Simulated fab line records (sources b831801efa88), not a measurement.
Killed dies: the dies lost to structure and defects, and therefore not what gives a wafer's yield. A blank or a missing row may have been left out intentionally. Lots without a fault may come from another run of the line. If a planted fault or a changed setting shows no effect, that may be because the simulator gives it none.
fab line records	flow sky130
[record] lots = 6	wafers = 18	last_day = 50
route steps=708 shown METAL2@489 PAD_OPEN@708
lots that met no fault: from a run of the same line without faults
start_h: the number of hours between the record's first day and the start of the first shown wafer of the lot	wait_h: hours elapsed since this lot's preceding step	" identical to the entry in the row above	L1.1+2: one row covering several wafers at once	- no value, or no start given	* or withheld: withheld	< > ~ a bound
route shown NAME@n: NAME is a module with steps in the file, n the number in the route of the first one	usual: average and standard deviation across the fault-free wafers	same: alike in all rows	chamber/n: place in a boat	sites: readings site by site	_std_site: how widely they spread, as a standard deviation	_edge_site: the outer-site mean with the inner-site mean subtracted	radius_mm: how far each site lies from the wafer's centre	mask NAME#n: copy n	behind: tool/chamber where the wafer was last shaped	hold: why the lot was held/for how many hours/how that ended	device: the transistor (n, p or np) that didn't switch	end of line: tests of these same wafers at the route's end	a step given without rows: its recipe and nothing more	killed: dies lost to structure and defects at the first sort, not the wafer's yield	map: a wafer's dies, marking killed ones x, the rest . and places with no die _
set.NAME: the setting that was run; set.NAME@STEP: the one run at that earlier step	model.NAME: the simulator's own value behind a step, which no gauge read
lots at selected steps of the route; one table per step, one row per wafer
services: from which hour (start_h, from the record's first day; less than 0 if before it) a tool's chamber was out of use, for how many hours, and why
[[steps]]
[step SKY_METAL2_THK_MEAS_06]
[recipe] thk_meas_gauge = xrf	reads = AlCu_of_METAL2_SPUTTER_02
[usual] METAL2_ALCU_THK = 251.1/2.9
lot.wafer	tool	chamber	start_h	wait_h	METAL2_ALCU_THK[nm]
L824.3	film_metro-02	-	814.24	0.1	252.0
L824.5	"	-	"	"	250.0
L824.6	"	-	"	"	250.6
L827.1	film_metro-01	-	844.78	0.1	248.2
L827.5	"	-	"	"	252.4
L827.6	"	-	"	"	251.2
L830.4	film_metro-02	-	861.92	0.1	250.7
L830.5	"	-	"	"	249.0
L830.6	"	-	"	"	249.6
L831.3	film_metro-02	-	873.37	0.1	249.9
L831.4	"	-	"	"	246.8
L831.5	"	-	"	"	247.6
L834.1	film_metro-02	-	890.99	0.1	252.2
L834.4	"	-	"	"	249.5
L834.6	"	-	"	"	249.6
L843.1	film_metro-02	-	960.97	0.1	253.1
L843.2	"	-	"	"	251.7
L843.4	"	-	"	"	254.1
[step SKY_METAL2_DEHYDRATE_07]
[recipe] temp_c = 200	time_s = 60
[step SKY_METAL2_HMDS_08]
[recipe] prime_time_s = 60	prime_temp_c = 120
[step SKY_METAL2_COAT_09]
[recipe] resist = BARC	temp_c = withheld	time_s = withheld	spin_rpm = 3000	resist_thk_nm = 60
[step SKY_METAL2_COAT_10]
[recipe] resist = KrF-thick	spin_rpm = 3000	resist_thk_nm = 450
[step SKY_METAL2_SOFTBAKE_11]
[recipe] temp_c = 100	time_s = 90	resist = KrF-thick
[step SKY_METAL2_EXPOSE_12]
[recipe] mask_id = MM2	na = 0.8	source_shape = annular	sigma_inner = 0.55	sigma_outer = 0.85	target_cd_nm = 140	dose_mj = 28
[step SKY_METAL2_PEB_13]
[recipe] peb_temp_c = withheld	peb_time_s = withheld	resist = KrF-thick
[step SKY_METAL2_DEVELOP_14]
[recipe] develop_time_s = 60	resist = KrF-thick	dev_temp_c = 21
[step SKY_METAL2_CD_MEAS_15]
[recipe] target_cd_nm = 140
[usual] cd_nm = 139.7/1.6
lot.wafer	tool	chamber	start_h	wait_h	cd_nm
L824.3	cd_sem-01	-	841.04	-	138.4
L824.5	"	-	"	"	137.9
L824.6	"	-	"	"	136.8
L827.1	cd_sem-02	-	871.21	-	141.2
L827.5	"	-	"	"	139.7
L827.6	"	-	"	"	140.8
L830.4	cd_sem-01	-	887.92	-	143.0
L830.5	"	-	"	"	141.1
L830.6	"	-	"	"	142.4
L831.3	cd_sem-01	-	899.95	-	139.2
L831.4	"	-	"	"	138.2
L831.5	"	-	"	"	138.0
L834.1	cd_sem-01	-	916.36	-	141.4
L834.4	"	-	"	"	142.2
L834.6	"	-	"	"	142.7
L843.1	cd_sem-02	-	984.66	-	138.8
L843.2	"	-	"	"	138.6
L843.4	"	-	"	"	137.7
[step SKY_METAL2_OVL_MEAS_16]
[usual] METAL2_OVL = -1/6.5
lot.wafer	tool	chamber	start_h	wait_h	METAL2_OVL[nm]
L824.3	overlay-02	-	841.13	0.1	0
L824.5	"	-	"	"	6
L824.6	"	-	"	"	-2
L827.1	overlay-01	-	871.33	0.1	3
L827.5	"	-	"	"	2
L827.6	"	-	"	"	10
L830.4	overlay-02	-	888.00	0.1	-7
L830.5	"	-	"	"	-11
L830.6	"	-	"	"	-12
L831.3	overlay-02	-	900.04	0.1	-6
L831.4	"	-	"	"	-1
L831.5	"	-	"	"	0
L834.1	overlay-01	-	916.48	0.1	2
L834.4	"	-	"	"	-1
L834.6	"	-	"	"	5
L843.1	overlay-02	-	984.78	0.1	-6
L843.2	"	-	"	"	-9
L843.4	"	-	"	"	-9
[step SKY_METAL2_DESCUM_17]
[recipe] chemistry = O2	source_power_w = 150	bias_power_w = 0	pressure_mtorr = 10	temp_c = 40	time_s = 8
[usual] drypump_motor_current_A = 6.1/0.46	oes_product_au = 1.004/0.0078	rf_fwd_power_W = 146.5/0.52
[same] time_s = 8
lot.wafer	tool	chamber	start_h	wait_h	drypump_motor_current_A	oes_product_au	rf_fwd_power_W	rf_hours_counter_h
L824.3	rie_metal-04	0	841.17	0.0	6.0	1.006	147.3	-
L824.5	"	1	"	"	6.6	1.007	146.8	-
L824.6	"	0	"	"	6.0	1.015	146.6	-
L827.1	rie_metal-01	1	871.36	0.0	6.7	0.999	146.8	9
L827.5	"	0	"	"	5.9	0.989	146.5	-
L827.6	"	1	"	"	6.7	0.996	146.1	-
L830.4	rie_metal-01	0	888.03	0.0	5.9	0.999	145.9	-
L830.5	"	1	"	"	6.6	1.004	145.9	-
L830.6	"	0	"	"	5.9	0.999	146.8	-
L831.3	rie_metal-01	1	900.08	0.0	6.6	1.001	146.4	-
L831.4	"	0	"	"	5.9	1.005	146.5	-
L831.5	"	1	"	"	6.7	1.007	146.1	-
L834.1	rie_metal-02	0	916.51	0.0	5.9	1.014	147.0	3
L834.4	"	1	"	"	5.2	1.001	146.3	-
L834.6	"	0	"	"	5.9	1.020	146.4	-
L843.1	rie_metal-02	0	984.82	0.0	5.9	1.011	146.1	7
L843.2	"	1	"	"	5.3	1.014	146.8	15
L843.4	"	0	"	"	5.9	1.014	146.2	-
[step SKY_METAL2_ETCH_18]
[recipe] chemistry = N2/H2	target = BARC	ion_energy_ev = 200	bias_w = 100	pressure_mtorr = 30	n2_flow_sccm = 100	h2_flow_sccm = 200	icp_w = 500	stop_on = SiO2	time_s = 45.9	target_depth_a = 600
[usual] bias_w = 100.02/0.26	chamber_pressure_mTorr = 29.998/0.03	drypump_motor_current_A = 6.1/0.46	oes_product_au = 0.855/0.0048	rf_fwd_power_W = 493.6/1.8	throttle_valve_pct = 13.226/0.0085	time_s = 45.9/0
lot.wafer	tool	chamber	start_h	wait_h	bias_w	chamber_pressure_mTorr	drypump_motor_current_A	oes_product_au	rf_fwd_power_W	rf_hours_counter_h	throttle_valve_pct	time_s	model.KrF-thick_of_METAL2_COAT_10.thk_nm
L824.3	rie_metal-04	0	841.21	0.0	99.99	29.979	6.1	0.849	492.4	-	13.229	45.9	391.7
L824.5	"	1	"	"	99.59	30.000	6.6	0.862	496.9	-	13.224	45.9	392.2
L824.6	"	0	"	"	100.24	29.973	6.1	0.854	493.5	-	13.234	45.9	391.3
L827.1	rie_metal-01	1	871.40	0.0	100.27	30.016	6.7	0.850	493.7	9	13.217	45.9	395.6
L827.5	"	0	"	"	99.53	30.066	5.9	0.854	491.3	-	13.229	45.9	393.6
L827.6	"	1	"	"	100.13	30.101	6.7	0.853	491.2	-	13.220	45.9	393.1
L830.4	rie_metal-01	0	888.07	0.0	-	-	-	-	-	-	-	-	438.8
L830.5	"	1	"	"	-	-	-	-	-	-	-	-	438.6
L830.6	"	0	"	"	-	-	-	-	-	-	-	-	437.8
L831.3	rie_metal-01	1	900.13	0.0	-	-	-	-	-	-	-	-	436.7
L831.4	"	0	"	"	-	-	-	-	-	-	-	-	437.3
L831.5	"	1	"	"	-	-	-	-	-	-	-	-	436.4
L834.1	rie_metal-02	0	916.55	0.0	99.71	30.016	5.9	0.850	496.7	3	13.229	45.9	393.7
L834.4	"	1	"	"	100.21	29.997	5.3	0.853	495.4	-	13.233	45.9	394.4
L834.6	"	0	"	"	99.88	29.951	5.9	0.854	497.1	-	13.223	45.9	393.3
L843.1	rie_metal-02	0	984.85	0.0	99.98	30.013	5.9	0.841	491.0	7	13.226	45.9	392.9
L843.2	"	1	"	"	100.18	29.977	5.3	0.849	493.4	15	13.249	45.9	391.8
L843.4	"	0	"	"	99.80	30.010	5.9	0.853	491.9	-	13.214	45.9	391.6
[step SKY_METAL2_METAL_ETCH_19]
[recipe] target_depth_a = 3600	stop_on = SiO2	over_etch_frac = 0.3	time_s = 78	chemistry = Cl2/BCl3	resist_sidewall_deg = 88	pressure_mtorr = 10	icp_w = 900	bias_w = 48.5	Cl2_flow_sccm = 60	bcl3_flow_sccm = 30
[usual] bcl3_flow_sccm = 29.98/0.094	bias_w = 48.54/0.15	drypump_motor_current_A = 6.1/0.46	mfc_cl2_sccm = 60.03/0.19	oes_product_au = 0.853/0.0053	rf_fwd_power_W = 892.1/2.7	throttle_valve_pct = 22.264/0.01
[same] time_s = 78
lot.wafer	tool	chamber	start_h	wait_h	bcl3_flow_sccm	bias_w	drypump_motor_current_A	mfc_cl2_sccm	oes_product_au	rf_fwd_power_W	rf_hours_counter_h	throttle_valve_pct	model.KrF-thick_of_METAL2_COAT_10.thk_nm
L824.3	rie_metal-04	0	841.28	0.1	29.85	48.36	6.0	60.07	0.855	896.4	-	22.258	154.9
L824.5	"	1	"	"	29.90	48.53	6.6	59.94	0.852	896.1	-	22.274	159.1
L824.6	"	0	"	"	29.85	48.39	6.0	60.02	0.861	890.9	-	22.265	154.2
L827.1	rie_metal-01	1	871.46	0.0	29.92	48.66	6.6	59.75	0.853	888.0	10	22.273	161.1
L827.5	"	0	"	"	30.06	48.43	5.9	60.20	0.852	887.8	-	22.248	160.4
L827.6	"	1	"	"	29.86	48.72	6.7	59.79	0.853	891.5	-	22.276	159.3
L830.4	rie_metal-01	0	888.14	0.1	30.11	48.43	5.9	59.77	0.375	893.6	-	22.267	208.2
L830.5	"	1	"	"	29.92	48.58	6.7	60.16	0.377	893.7	-	22.267	203.2
L830.6	"	0	"	"	30.17	48.45	5.9	59.72	0.376	895.9	-	22.272	206.9
L831.3	rie_metal-01	1	900.23	0.1	29.98	48.53	6.7	59.92	0.374	888.4	-	22.247	202.1
L831.4	"	0	"	"	29.98	48.56	5.9	60.18	0.374	892.9	-	22.265	205.7
L831.5	"	1	"	"	29.97	48.45	6.7	59.84	0.382	895.1	-	22.267	200.1
L834.1	rie_metal-02	0	916.61	0.0	30.08	48.90	5.9	59.95	0.860	897.3	3	22.269	156.2
L834.4	"	1	"	"	30.01	48.36	5.3	60.15	0.851	895.0	-	22.268	161.2
L834.6	"	0	"	"	30.17	48.71	5.9	59.66	0.858	892.7	-	22.263	158.5
L843.1	rie_metal-02	0	984.91	0.0	29.96	48.58	5.9	59.87	0.856	892.4	7	22.252	157.4
L843.2	"	1	"	"	29.95	48.69	5.3	60.06	0.850	888.4	15	22.281	156.2
L843.4	"	0	"	"	29.90	48.66	5.9	60.09	0.857	888.6	-	22.259	156.8
[step SKY_METAL2_STRIP_20]
[recipe] chemistry = O2/N2	power_w = 1400	pressure_mtorr = 1500	platen_temp_c = withheld	o2_flow_sccm = 3000	n2_flow_sccm = 300	overash_fraction = 0.5
[usual] drypump_motor_current_A = 5.4/0.51	oes_product_au = 0.342/0.0045	strip_time_to_endpoint_s = 2.68/0.039
lot.wafer	tool	chamber	start_h	wait_h	drypump_motor_current_A	oes_product_au	rf_hours_counter_h	strip_time_to_endpoint_s
L824.3	plasma_asher-02	1	841.38	0.1	4.8	0.339	-	2.65
L824.5	"	0	"	"	6.1	0.348	-	2.69
L824.6	"	1	"	"	4.8	0.341	-	2.66
L827.1	plasma_asher-01	0	871.55	0.1	5.2	0.349	43	2.73
L827.5	"	0	"	"	5.2	0.341	-	2.73
L827.6	"	1	"	"	6.1	0.338	-	2.70
L830.4	plasma_asher-02	0	888.24	0.1	6.0	0.373	-	3.23
L830.5	"	1	"	"	4.8	0.369	-	3.19
L830.6	"	0	"	"	6.0	0.365	-	3.22
L831.3	plasma_asher-01	1	900.34	0.1	6.0	0.359	-	3.17
L831.4	"	0	"	"	5.2	0.354	-	3.22
L831.5	"	1	"	"	6.0	0.367	-	3.15
L834.1	plasma_asher-01	0	916.70	0.1	5.2	0.340	48	2.67
L834.4	"	1	"	"	6.1	0.343	-	2.72
L834.6	"	1	"	"	6.1	0.336	-	2.69
L843.1	plasma_asher-02	0	985.00	0.1	6.1	0.340	120	2.68
L843.2	"	1	"	"	4.8	0.344	120	2.68
L843.4	"	0	"	"	6.1	0.344	-	2.66
[step SKY_METAL2_STRIP_21]
[recipe] chemistry = post_etch_residue_remover	time_s = 1200	temp_c = 72.5
[step SKY_PAD_OPEN_PROBE_99]
[usual] defect_limited_yield = 82.7/2	killed_at_M0_to_M3 = 42/7.7	killed_at_M4_up = 3.1/1.9	killed_at_contacts = 24/4.9	killed_at_front_end = 15/4.6	killed_at_other = 0.3/0.51	killed_dies = 85/9.9	killed_on_rim = 17/4.1	killed_open = 47/7.1	killed_short = 38/6.7	sort_bin_3_pad_short = 0.9/0.46	sort_bin_5_function = 10.1/1.5	sort_bin_6_memory = 6.3/1.1	sort_n_pass = 407/9.9	sort_yield_pct = 82.7/2
[same] gross_dies = 492	killed_at_back_side = 0	sort_bin_4_leakage[%] = 0	sort_bin_8_speed[%] = 0
lot.wafer	tool	chamber	start_h	wait_h	defect_limited_yield[%]	killed_at_M0_to_M3	killed_at_M4_up	killed_at_contacts	killed_at_front_end	killed_at_other	killed_dies	killed_on_rim	killed_open	killed_short	sort_bin_3_pad_short[%]	sort_bin_5_function[%]	sort_bin_6_memory[%]	sort_n_pass	sort_yield_pct[%]
L824.3	prober-02	-	1093.12	0.2	82.3	43	5	26	13	0	87	19	52	35	1.0	10.0	6.7	405	82.3
L824.5	prober-02	-	1093.22	0.2	80.7	49	3	22	21	0	95	21	47	46	1.4	9.6	8.3	397	80.7
L824.6	prober-02	-	1093.27	0.2	81.7	48	4	25	13	0	90	25	58	30	0.4	10.6	7.3	402	81.7
L830.4	prober-02	-	1130.30	0.2	0	435	4	26	27	0	492	96	58	50	0.4	91.3	8.3	0	0
L830.5	prober-02	-	1130.35	0.2	0	443	3	21	24	1	492	96	55	39	1.0	92.9	6.1	0	0
L830.6	prober-02	-	1130.40	0.2	0	443	3	26	19	1	492	96	48	42	0.6	90.9	8.5	0	0
L831.3	prober-01	-	1137.03	0.2	0	458	1	23	10	0	492	96	39	29	1.4	94.7	3.9	0	0
L831.4	prober-01	-	1137.08	0.2	0	450	1	26	15	0	492	96	47	41	0.8	94.5	4.7	0	0
L831.5	prober-01	-	1137.13	0.2	0	455	2	27	8	0	492	96	43	39	1.0	91.9	7.1	0	0
L834.1	prober-02	-	1150.53	0.1	85.4	35	6	22	9	0	72	15	47	25	0.6	8.3	5.7	420	85.4
L834.4	prober-02	-	1150.68	0.2	82.9	39	2	31	12	0	84	11	56	28	0.8	9.1	7.1	408	82.9
L834.6	prober-02	-	1150.78	0.2	81.1	54	6	24	9	0	93	19	46	46	1.2	11.6	6.1	399	81.1
L843.1	prober-01	-	1197.47	0.1	81.7	51	7	22	9	1	90	17	44	45	1.0	11.8	5.5	402	81.7
L843.2	prober-01	-	1197.52	0.1	79.7	47	6	27	19	1	100	25	46	54	1.2	13.8	5.3	392	79.7
L843.4	prober-01	-	1197.62	0.2	82.9	40	5	26	13	0	84	13	43	41	0.6	10.4	6.1	408	82.9
// killed by level:class
L824.3 CONTACT:geometric_particle:open=13 VIA1:geometric_particle:open=12 LI_CONTACT:geometric_particle:open=8 METAL1:geometric_particle:short=7 METAL2:geometric_particle:short=6 VIA2:geometric_particle:open=5 FIELD_ISO:geometric_particle:open=4 POLY_GATE:geometric_particle:short=4
L824.5 VIA1:geometric_particle:open=14 FIELD_ISO:geometric_particle:short=7 CONTACT:geometric_particle:open=7 VIA1:geometric_particle:short=7 LI_CONTACT:geometric_particle:open=6 VIA2:geometric_particle:open=6 LOCAL_INTERCONNECT:geometric_particle:short=5 METAL2:geometric_particle:short=5
L824.6 VIA1:geometric_particle:open=16 CONTACT:geometric_particle:open=10 LI_CONTACT:geometric_particle:open=9 VIA3:geometric_particle:open=6 METAL2:geometric_particle:short=5 VIA2:geometric_particle:short=5 VIA2:geometric_particle:open=5 FIELD_ISO:geometric_particle:open=4
L830.4 METAL2:area_etch=384 VIA1:geometric_particle:open=11 VIA1:geometric_particle:short=10 LI_CONTACT:geometric_particle:open=9 CONTACT:geometric_particle:open=8 CONTACT:geometric_particle:short=8 METAL2:geometric_particle:short=8 FIELD_ISO:geometric_particle:open=7
L830.5 METAL2:area_etch=397 VIA2:geometric_particle:open=10 VIA3:geometric_particle:open=10 FIELD_ISO:geometric_particle:open=7 LI_CONTACT:geometric_particle:open=7 METAL1:geometric_particle:short=7 POLY_GATE:geometric_particle:open=6 CONTACT:geometric_particle:open=5
L830.6 METAL2:area_etch=402 LI_CONTACT:geometric_particle:open=10 VIA2:geometric_particle:open=10 VIA1:geometric_particle:open=6 CONTACT:geometric_particle:short=6 VIA1:geometric_particle:short=6 POLY_GATE:geometric_particle:short=5 CONTACT:geometric_particle:open=5
L831.3 METAL2:area_etch=424 CONTACT:geometric_particle:open=8 VIA2:geometric_particle:open=8 CONTACT:geometric_particle:short=6 VIA3:geometric_particle:short=6 VIA3:geometric_particle:open=5 LI_CONTACT:geometric_particle:open=4 FIELD_ISO:geometric_particle:open=3
L831.4 METAL2:area_etch=404 VIA1:geometric_particle:open=9 VIA2:geometric_particle:open=9 CONTACT:geometric_particle:short=7 CONTACT:geometric_particle:open=7 POLY_GATE:geometric_particle:open=5 METAL1:geometric_particle:short=5 VIA2:geometric_particle:short=5
L831.5 METAL2:area_etch=410 VIA1:geometric_particle:open=13 LI_CONTACT:geometric_particle:open=8 CONTACT:geometric_particle:open=8 METAL2:geometric_particle:short=6 LI_CONTACT:geometric_particle:short=5 CONTACT:geometric_particle:short=5 METAL1:geometric_particle:short=5
L834.1 VIA1:geometric_particle:open=12 CONTACT:geometric_particle:open=9 VIA2:geometric_particle:open=8 LI_CONTACT:geometric_particle:open=5 METAL4:geometric_particle:short=5 CONTACT:geometric_particle:short=5 FIELD_ISO:geometric_particle:open=4 POLY_GATE:geometric_particle:open=3
L834.4 CONTACT:geometric_particle:open=17 VIA1:geometric_particle:open=10 LI_CONTACT:geometric_particle:open=7 VIA3:geometric_particle:open=6 POLY_GATE:geometric_particle:short=5 METAL2:geometric_particle:short=5 VIA2:geometric_particle:open=5 POLY_GATE:geometric_particle:open=4
L834.6 CONTACT:geometric_particle:open=11 VIA1:geometric_particle:short=10 VIA1:geometric_particle:open=10 METAL2:geometric_particle:short=9 VIA2:geometric_particle:open=7 VIA3:geometric_particle:short=6 CONTACT:geometric_particle:short=5 LI_CONTACT:geometric_particle:open=4
L843.1 VIA1:geometric_particle:open=10 METAL2:geometric_particle:short=8 VIA3:geometric_particle:open=8 CONTACT:geometric_particle:open=6 LI_CONTACT:geometric_particle:short=5 LI_CONTACT:geometric_particle:open=5 METAL1:geometric_particle:short=5 VIA2:geometric_particle:open=5
L843.2 VIA1:geometric_particle:open=10 LI_CONTACT:geometric_particle:open=9 METAL2:geometric_particle:short=8 VIA2:geometric_particle:open=7 LOCAL_INTERCONNECT:geometric_particle:short=6 VIA3:geometric_particle:short=6 METAL1:geometric_particle:short=5 METAL4:geometric_particle:short=5
L843.4 CONTACT:geometric_particle:open=9 VIA1:geometric_particle:open=8 LI_CONTACT:geometric_particle:open=7 CONTACT:geometric_particle:short=5 METAL1:geometric_particle:short=5 VIA3:geometric_particle:open=5 VIA2:geometric_particle:open=5 VIA1:geometric_particle:short=4
// map L830.4 (x killed, . not)
__________xxxxxxxxxx_________
________xxxxxxxxxxxxxx_______
______xxxxxxxxxxxxxxxxxx_____
_____xxxxxxxxxxxxxxxxxxxx____
____xxxxxxxxxxxxxxxxxxxxxx___
___xxxxxxxxxxxxxxxxxxxxxxxx__
__xxxxxxxxxxxxxxxxxxxxxxxxxx_
_xxxxxxxxxxxxxxxxxxxxxxxxxxxx
_xxxxxxxxxxxxxxxxxxxxxxxxxxxx
_xxxxxxxxxxxxxxxxxxxxxxxxxxxx
_xxxxxxxxxxxxxxxxxxxxxxxxxxxx
_xxxxxxxxxxxxxxxxxxxxxxxxxxxx
_xxxxxxxxxxxxxxxxxxxxxxxxxxxx
_xxxxxxxxxxxxxxxxxxxxxxxxxxxx
_xxxxxxxxxxxxxxxxxxxxxxxxxxxx
__xxxxxxxxxxxxxxxxxxxxxxxxxx_
___xxxxxxxxxxxxxxxxxxxxxxxx__
____xxxxxxxxxxxxxxxxxxxxxx___
_____xxxxxxxxxxxxxxxxxxxx____
______xxxxxxxxxxxxxxxxxx_____
________xxxxxxxxxxxxxx_______
__________xxxxxxxxxx_________
// map L831.3 (x killed, . not)
__________xxxxxxxxxx_________
________xxxxxxxxxxxxxx_______
______xxxxxxxxxxxxxxxxxx_____
_____xxxxxxxxxxxxxxxxxxxx____
____xxxxxxxxxxxxxxxxxxxxxx___
___xxxxxxxxxxxxxxxxxxxxxxxx__
__xxxxxxxxxxxxxxxxxxxxxxxxxx_
_xxxxxxxxxxxxxxxxxxxxxxxxxxxx
_xxxxxxxxxxxxxxxxxxxxxxxxxxxx
_xxxxxxxxxxxxxxxxxxxxxxxxxxxx
_xxxxxxxxxxxxxxxxxxxxxxxxxxxx
_xxxxxxxxxxxxxxxxxxxxxxxxxxxx
_xxxxxxxxxxxxxxxxxxxxxxxxxxxx
_xxxxxxxxxxxxxxxxxxxxxxxxxxxx
_xxxxxxxxxxxxxxxxxxxxxxxxxxxx
__xxxxxxxxxxxxxxxxxxxxxxxxxx_
___xxxxxxxxxxxxxxxxxxxxxxxx__
____xxxxxxxxxxxxxxxxxxxxxx___
_____xxxxxxxxxxxxxxxxxxxx____
______xxxxxxxxxxxxxxxxxx_____
________xxxxxxxxxxxxxx_______
__________xxxxxxxxxx_________
[[services]]
tool	chamber	start_h	hours	kind
plasma_asher-01	-	846.64	14.6	pm
rie_metal-04	-	858.97	14.6	pm
rie_metal-01	-	907.50	1.4	pm
plasma_asher-01	-	910.44	2.8	pm
plasma_asher-01	-	940.99	6.4	repair
rie_metal-01	0	945.95	56.8	repair
rie_metal-02	-	966.62	2.8	pm
[[key]]
[first_sign] step = SKY_METAL2_ETCH_18	reading = tool_record	direction = missing
[effect] step = SKY_METAL2_METAL_ETCH_19	reading = oes_product_au	direction = down	sigmas = 90	usual = 0.853	struck = 0.376
[effect] step = SKY_METAL2_STRIP_20	reading = strip_time_to_endpoint_s	direction = up	sigmas = 13	usual = *	struck = *
[effect] step = SKY_PAD_OPEN_PROBE_99	reading = sort_bin_5_function	direction = up	sigmas = 53	usual = 10.1	struck = 92.7
[model_effect] step = SKY_METAL2_ETCH_18	value = KrF-thick_of_METAL2_COAT_10.thk_nm	without = 394.1	struck = 437.6
[model_effect] step = SKY_METAL2_METAL_ETCH_19	value = KrF-thick_of_METAL2_COAT_10.thk_nm	without = 160.9	struck = 204.4
[more_kills_born_at] SKY_METAL2_ETCH_18@rie_metal-01 = 2421
met_at SKY_METAL2_ETCH_18
struck_wafers L830.4,L830.5,L830.6,L831.3,L831.4,L831.5
later_rows_left_out L830.4,L830.5,L830.6,L831.3,L831.4,L831.5
onset_between 871.40 888.07
[fault] kind = skipped_step_whole	tool = rie_metal-01	chamber = -	onset_h = 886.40	steps = SKY_METAL2_ETCH_18	scope = struck_lots_only
// later_rows_left_out: the simulator's readings of these wafers behind a module that went badly wrong aren't trusted and aren't shown, but for the sort
